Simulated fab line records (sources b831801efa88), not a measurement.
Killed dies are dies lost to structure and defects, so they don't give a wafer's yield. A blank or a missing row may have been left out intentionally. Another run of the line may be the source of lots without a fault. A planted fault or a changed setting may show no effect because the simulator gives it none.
fab line records :: flow sfq_line
record
  lots=10
  wafers=30
  last_day=85
route steps=325 shown I2@110
lots that met no fault: from a run of the same line without faults
start_h: hours from the record's first day to the start of the lot's first wafer shown :: wait_h: hours elapsed since this lot's preceding step :: " the same as in the row above :: L1.1+2: several wafers, shown together as one row :: - no value, or no start was given :: * or withheld: withheld :: < > ~ a bound
route shown NAME@n: NAME is a module with steps in the file, n the number in the route of the first one :: usual: mean/standard deviation taken from wafers without a fault :: same: alike in all rows :: chamber/n: place in a boat :: sites: per-site readings :: _std_site: how widely they spread, as a standard deviation :: _edge_site: the outer-site mean with the inner-site mean subtracted :: radius_mm: for every site, how far away it sits from the centre of the wafer :: mask NAME#n: copy n :: behind: the tool/chamber that last shaped the wafer :: hold: reason for holding the lot/hours on hold/outcome of the hold :: device: the transistor (n, p or np) that didn't switch :: end of line: tests run on the same wafers once the route is complete :: a step with no rows: only its recipe :: killed: dies lost to structure and defects at the first sort, not the wafer's yield :: map: a wafer's dies, marking killed ones x, the rest . and places with no die _
set.NAME: the run value of the setting; set.NAME@STEP: its run value at that earlier step :: model.NAME: the simulator's own value behind a step, which no gauge read
the route's steps for a sample of lots (tables are steps, rows are wafers)
services: from which hour (start_h, from the record's first day; less than 0 if before it) a tool's chamber was out of use, for how many hours, and why
## steps
# step SFQ_TRILAYER_I2_VIA_LITHO_EXPOSE_068
# recipe
  mask_id=I2
  na=0.6
  source_shape=conventional
  sigma_outer=0.65
  target_cd_nm=500
  dose_mj=21.3
lot.wafer: L250.1+4+5
tool: krf_scanner-01
chamber: 0
start_h: 848.95
wait_h: -
mask: I2#0

lot.wafer: L251.1+3+5
tool: krf_scanner-01
chamber: 0
start_h: 911.57
wait_h: -
mask: I2#0

lot.wafer: L252.3+5+6
tool: krf_scanner-01
chamber: 0
start_h: 914.37
wait_h: -
mask: I2#0

lot.wafer: L253.3+4+6
tool: krf_scanner-01
chamber: 0
start_h: 916.77
wait_h: -
mask: I2#0

lot.wafer: L254.1+2+3
tool: krf_scanner-01
chamber: 0
start_h: 921.17
wait_h: -
mask: I2#0

lot.wafer: L259.3+4+6
tool: krf_scanner-02
chamber: 0
start_h: 959.21
wait_h: -
mask: I2#0

lot.wafer: L260.1+5+6
tool: krf_scanner-02
chamber: 0
start_h: 963.61
wait_h: -
mask: I2#0

lot.wafer: L262.4+5+6
tool: krf_scanner-02
chamber: 0
start_h: 977.41
wait_h: -
mask: I2#0

lot.wafer: L263.1+2+3
tool: krf_scanner-02
chamber: 0
start_h: 985.21
wait_h: -
mask: I2#0

lot.wafer: L264.3+5+6
tool: krf_scanner-02
chamber: 0
start_h: 997.61
wait_h: -
mask: I2#0
# step SFQ_I2_OVL_MEAS_918
# usual
  I2_OVL=1/4.9
lot.wafer: L250.1
tool: overlay-01
chamber: -
start_h: 850.45
wait_h: 0.1
I2_OVL[nm]: 2

lot.wafer: L250.4
tool: overlay-01
chamber: -
start_h: 850.45
wait_h: 0.1
I2_OVL[nm]: -1

lot.wafer: L250.5
tool: overlay-01
chamber: -
start_h: 850.45
wait_h: 0.1
I2_OVL[nm]: 7

lot.wafer: L251.1
tool: overlay-01
chamber: -
start_h: 913.07
wait_h: 0.1
I2_OVL[nm]: 79

lot.wafer: L251.3
tool: overlay-01
chamber: -
start_h: 913.07
wait_h: 0.1
I2_OVL[nm]: 77

lot.wafer: L251.5
tool: overlay-01
chamber: -
start_h: 913.07
wait_h: 0.1
I2_OVL[nm]: 87

lot.wafer: L252.3
tool: overlay-01
chamber: -
start_h: 915.48
wait_h: 0.1
I2_OVL[nm]: 57

lot.wafer: L252.5
tool: overlay-01
chamber: -
start_h: 915.48
wait_h: 0.1
I2_OVL[nm]: 60

lot.wafer: L252.6
tool: overlay-01
chamber: -
start_h: 915.48
wait_h: 0.1
I2_OVL[nm]: 58

lot.wafer: L253.3
tool: overlay-02
chamber: -
start_h: 917.88
wait_h: 0.1
I2_OVL[nm]: 68

lot.wafer: L253.4
tool: overlay-02
chamber: -
start_h: 917.88
wait_h: 0.1
I2_OVL[nm]: 70

lot.wafer: L253.6
tool: overlay-02
chamber: -
start_h: 917.88
wait_h: 0.1
I2_OVL[nm]: 71

lot.wafer: L254.1
tool: overlay-02
chamber: -
start_h: 922.67
wait_h: 0.1
I2_OVL[nm]: 71

lot.wafer: L254.2
tool: overlay-02
chamber: -
start_h: 922.67
wait_h: 0.1
I2_OVL[nm]: 67

lot.wafer: L254.3
tool: overlay-02
chamber: -
start_h: 922.67
wait_h: 0.1
I2_OVL[nm]: 65

lot.wafer: L259.3
tool: overlay-02
chamber: -
start_h: 960.32
wait_h: 0.1
I2_OVL[nm]: -5

lot.wafer: L259.4
tool: overlay-02
chamber: -
start_h: 960.32
wait_h: 0.1
I2_OVL[nm]: -4

lot.wafer: L259.6
tool: overlay-02
chamber: -
start_h: 960.32
wait_h: 0.1
I2_OVL[nm]: -3

lot.wafer: L260.1
tool: overlay-02
chamber: -
start_h: 965.11
wait_h: 0.1
I2_OVL[nm]: 0

lot.wafer: L260.5
tool: overlay-02
chamber: -
start_h: 965.11
wait_h: 0.1
I2_OVL[nm]: 3

lot.wafer: L260.6
tool: overlay-02
chamber: -
start_h: 965.11
wait_h: 0.1
I2_OVL[nm]: 4

lot.wafer: L262.4
tool: overlay-01
chamber: -
start_h: 978.33
wait_h: 0.1
I2_OVL[nm]: -6

lot.wafer: L262.5
tool: overlay-01
chamber: -
start_h: 978.33
wait_h: 0.1
I2_OVL[nm]: -3

lot.wafer: L262.6
tool: overlay-01
chamber: -
start_h: 978.33
wait_h: 0.1
I2_OVL[nm]: -3

lot.wafer: L263.1
tool: overlay-01
chamber: -
start_h: 986.71
wait_h: 0.1
I2_OVL[nm]: -4

lot.wafer: L263.2
tool: overlay-01
chamber: -
start_h: 986.71
wait_h: 0.1
I2_OVL[nm]: -4

lot.wafer: L263.3
tool: overlay-01
chamber: -
start_h: 986.71
wait_h: 0.1
I2_OVL[nm]: -3

lot.wafer: L264.3
tool: overlay-02
chamber: -
start_h: 998.72
wait_h: 0.1
I2_OVL[nm]: 3

lot.wafer: L264.5
tool: overlay-02
chamber: -
start_h: 998.72
wait_h: 0.1
I2_OVL[nm]: 4

lot.wafer: L264.6
tool: overlay-02
chamber: -
start_h: 998.72
wait_h: 0.1
I2_OVL[nm]: -1
## services
tool: krf_scanner-02
chamber: -
start_h: 837.98
hours: 0.8
kind: pm

tool: krf_scanner-02
chamber: -
start_h: 838.73
hours: 4.0
kind: pm

tool: krf_scanner-02
chamber: -
start_h: 858.46
hours: 1.0
kind: pm

tool: krf_scanner-02
chamber: -
start_h: 868.27
hours: 1.3
kind: pm

tool: krf_scanner-01
chamber: -
start_h: 881.35
hours: 1.3
kind: pm

tool: krf_scanner-02
chamber: -
start_h: 888.67
hours: 3.0
kind: pm

tool: krf_scanner-01
chamber: -
start_h: 935.57
hours: 3.6
kind: pm

tool: krf_scanner-01
chamber: -
start_h: 945.25
hours: 1.0
kind: pm

tool: krf_scanner-01
chamber: -
start_h: 965.58
hours: 0.8
kind: repair

tool: krf_scanner-01
chamber: -
start_h: 969.51
hours: 0.8
kind: pm
## key
first_sign
  step=SFQ_I2_OVL_MEAS_918
  reading=I2_OVL
  direction=up
  sigmas=14
  usual=1
  struck=69
effect none on later readings
met_at SFQ_TRILAYER_I2_VIA_LITHO_EXPOSE_068
struck_lots L251,L252,L253,L254
fault
  kind=scanner_matching_overlay
  tool=krf_scanner-01
  chamber=-
  onset_h=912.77
  steps=SFQ_TRILAYER_I2_VIA_LITHO_EXPOSE_068
  offset=70.958
